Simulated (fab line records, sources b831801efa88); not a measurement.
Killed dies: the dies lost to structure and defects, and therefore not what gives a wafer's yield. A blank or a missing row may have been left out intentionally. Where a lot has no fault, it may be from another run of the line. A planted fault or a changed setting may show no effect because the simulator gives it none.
Which tool was responsible? :: flow gf180mcu :: route of 602 steps, sampled at 1 step: 12 lots, 36 wafers

## WHAT THE GAUGES READ, wafer by wafer
GF_V2_RS_MEAS_24: measurement is done with a four-point probe.
lot: L075
measured: day 20 15:43
on: filmMetro-03
V2_W_RS (ohm/sq): 0.325 0.321 0.328

lot: L077
measured: day 21 05:49
on: filmMetro-02
V2_W_RS (ohm/sq): 0.324 0.328 0.326

lot: L079
measured: day 22 04:20
on: filmMetro-01
V2_W_RS (ohm/sq): 0.331 0.335 0.329

lot: L081
measured: day 23 05:52
on: filmMetro-01
V2_W_RS (ohm/sq): 0.318 0.322 0.323

lot: L083
measured: day 23 12:28
on: filmMetro-03
V2_W_RS (ohm/sq): 0.323 0.326 0.327

lot: L085
measured: day 24 10:59
on: filmMetro-02
V2_W_RS (ohm/sq): 0.321 0.324 0.326

lot: L087
measured: day 25 02:13
on: filmMetro-01
V2_W_RS (ohm/sq): 0.324 0.317 0.325

lot: L089
measured: day 25 19:46
on: filmMetro-02
V2_W_RS (ohm/sq): 0.332 0.326 0.328

lot: L091
measured: day 26 09:10
on: filmMetro-03
V2_W_RS (ohm/sq): 0.323 0.331 0.326

lot: L093
measured: day 26 20:37
on: filmMetro-01
V2_W_RS (ohm/sq): 0.325 0.328 0.323

lot: L095
measured: day 27 11:36
on: filmMetro-01
V2_W_RS (ohm/sq): 0.328 0.332 0.327

lot: L097
measured: day 28 02:10
on: filmMetro-03
V2_W_RS (ohm/sq): 0.324 0.329 0.325

## WHICH TOOL RAN EACH LOT (tool, then ch and the chambers of the sampled wafers, then the start)
No process step before these readings appears in the record.

## THE ANSWER, worked out from the rows above alone
Rule: the lots themselves supply what counts as usual. The widest of any qualifying gaps counts: lots, ordered by their means at a reading, are off when they make up no more than a third of the lots, leave a main group of 4 or more, and stand apart from it by 3 or more times the standard deviation of that group's means. The tables above print the reading to a certain number of digits; a main group whose means all agree to those digits is not used. Also off: a lot with no number at a reading for which 4 or more lots have one. Any other lot the step has rows for is counted as sound.
None of the lots is off at any reading shown; this tells nothing.

## WHAT HAD BEEN PUT IN BY THE SIMULATOR
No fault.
